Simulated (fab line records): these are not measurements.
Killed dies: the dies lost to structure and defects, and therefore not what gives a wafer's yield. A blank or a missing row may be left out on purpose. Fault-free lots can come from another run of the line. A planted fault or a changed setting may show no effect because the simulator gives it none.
Which tool was responsible? | flow gf180mcu | 39 wafers from 13 lots sampled at 4 of the route's 602 steps

## WHAT THE GAUGES READ, wafer by wafer
GF_TOP_METAL_CD_MEAS_14: the cd target is 440 nm. Usual: cdNm at 440.3 nm, with a standard deviation of 2.2.
lot  | measured     | on       | cdNm (nm)         | flag
L182 | day 28 09:25 | cdSem-02 | 435.5 437.2 439.5 | 
L184 | day 28 20:52 | cdSem-01 | 438.1 441.1 436.8 | 
L185 | day 28 21:10 | cdSem-01 | 439.7 440.8 439.8 | 
L183 | day 28 21:52 | cdSem-02 | 442.4 444.1 445.7 | 
L187 | day 29 15:58 | cdSem-02 | 440.4 442.4 440.9 | 
L190 | day 30 05:40 | cdSem-02 | 440.5 440.2 438.2 | 
L188 | day 30 07:10 | cdSem-01 | 438.9 440.4 438.8 | 
L193 | day 31 08:26 | cdSem-02 | 443.8 442.9 444.1 | 
L194 | day 31 17:10 | cdSem-02 | 439.3 439.2 439.3 | 
L195 | day 32 01:29 | cdSem-02 | 438.7 437.7 437.0 | 
L201 | day 33 11:08 | cdSem-01 | 446.4 446.6 443.7 | 
L203 | day 33 15:25 | cdSem-02 | 440.6 440.6 440.2 | 
L204 | day 34 00:34 | cdSem-02 | 440.8 440.8 441.0 | 

GF_PASSIVATION_BOW_MEAS_14. Usual: for PASSIVATION_BOW the level is 136 um and the standard deviation is 12.
lot  | measured     | on           | PASSIVATION_BOW (um) | flag
L182 | day 29 07:44 | filmMetro-01 | 140 128 124          | 
L184 | day 29 19:53 | filmMetro-04 | 132 111 122          | 
L185 | day 29 21:23 | filmMetro-04 | 125 125 132          | 
L183 | day 29 21:23 | filmMetro-02 | 159 151 160          | 
L187 | day 30 13:56 | filmMetro-04 | 146 146 148          | 
L190 | day 31 04:04 | filmMetro-02 | 117 102 114          | 
L188 | day 31 05:34 | filmMetro-02 | 132 130 124          | 
L193 | day 32 04:11 | filmMetro-02 | 140 129 145          | 
L194 | day 32 12:11 | filmMetro-04 | 137 132 139          | 
L195 | day 32 20:49 | filmMetro-02 | 131 132 137          | 
L201 | day 34 05:44 | filmMetro-01 | 143 140 143          | 
L203 | day 34 09:38 | filmMetro-04 | 138 125 133          | 
L204 | day 34 18:56 | filmMetro-04 | 127 138 141          | 

## TOOL THAT RAN EACH LOT (tool first, then ch and the chambers of the sampled wafers, then the start)
lot  | GF_TOP_METAL_SPUTTER_01     | GF_TOP_METAL_STRIP_18
L182 | pvdSputter-01, day 27 13:20 | wetBench-02 ch 1, day 28 10:01
L184 | pvdSputter-02, day 28 01:03 | wetBench-02 ch 1, day 28 21:31
L185 | pvdSputter-01, day 28 02:04 | wetBench-01 ch 0, day 28 21:37
L183 | pvdSputter-01, day 28 03:21 | wetBench-01 ch 3, day 28 22:30
L187 | pvdSputter-03, day 28 20:28 | wetBench-02 ch 1, day 29 16:36
L190 | pvdSputter-01, day 29 10:54 | wetBench-04 ch 3, day 30 06:04
L188 | pvdSputter-01, day 29 12:24 | wetBench-04 ch 3, day 30 07:34
L193 | pvdSputter-03, day 30 15:23 | wetBench-04 ch 0, day 31 08:53
L194 | pvdSputter-01, day 31 00:18 | wetBench-04 ch 3, day 31 17:37
L195 | pvdSputter-03, day 31 09:20 | wetBench-04 ch 3, day 32 01:55
L201 | pvdSputter-02, day 32 18:43 | wetBench-01 ch 2, day 33 11:35
L203 | pvdSputter-03, day 33 00:43 | wetBench-02 ch 1, day 33 15:51
L204 | pvdSputter-02, day 33 08:50 | wetBench-02 ch 1, day 34 01:01
- GF_TOP_METAL_SPUTTER_01: material TiN, target thk 30 nm, time 25 s.
- GF_TOP_METAL_STRIP_18: strips in post etch residue remover, time 1200 s.

## AS READ BY THE TOOLS THEMSELVES (means over the sampled wafers that have a number; for cases with no such wafer, the mark the record gives instead)
GF_TOP_METAL_SPUTTER_01. Usual: cathodeDcPowerW 6499.9 W, standard deviation 1.2; throttleValvePct 30.5 %, standard deviation 0.92.
lot  | tool          | cathodeDcPowerW (W) | throttleValvePct (%) | flag
L182 | pvdSputter-01 | 6500.4              | 30.2                 | 
L184 | pvdSputter-02 | 6501.0              | 30.5                 | 
L185 | pvdSputter-01 | 6500.0              | 30.0                 | 
L183 | pvdSputter-01 | 6500.0              | 30.7                 | 
L187 | pvdSputter-03 | 6500.9              | 31.0                 | 
L190 | pvdSputter-01 | 6500.4              | 30.9                 | 
L188 | pvdSputter-01 | 6499.8              | 29.9                 | 
L193 | pvdSputter-03 | 6500.5              | 31.0                 | 
L194 | pvdSputter-01 | 6499.3              | 30.2                 | 
L195 | pvdSputter-03 | 6502.0              | 30.7                 | 
L201 | pvdSputter-02 | 6501.0              | 30.3                 | 
L203 | pvdSputter-03 | 6498.2              | 31.5                 | 
L204 | pvdSputter-02 | 6499.5              | 30.4                 | 

## THE ANSWER, worked out from the rows above alone
Rule: a lot counts as off when the mean over its wafers that have a number is more than 3 standard deviations away from the usual mean. Also off: a lot with no number at a reading for which 4 or more lots have one. Any other lot the step has rows for is counted as sound. The gauges are gone through in route order, then the tools' own readings, and for those a lot's mean is taken as printed above. The first step at which some lot is off is used, and at that step the reading that is off furthest; a lot without a number counts as furthest.
Nothing can be told from this: no lot is off at any reading shown.

## WHAT WAS PUT IN BY THE SIMULATOR
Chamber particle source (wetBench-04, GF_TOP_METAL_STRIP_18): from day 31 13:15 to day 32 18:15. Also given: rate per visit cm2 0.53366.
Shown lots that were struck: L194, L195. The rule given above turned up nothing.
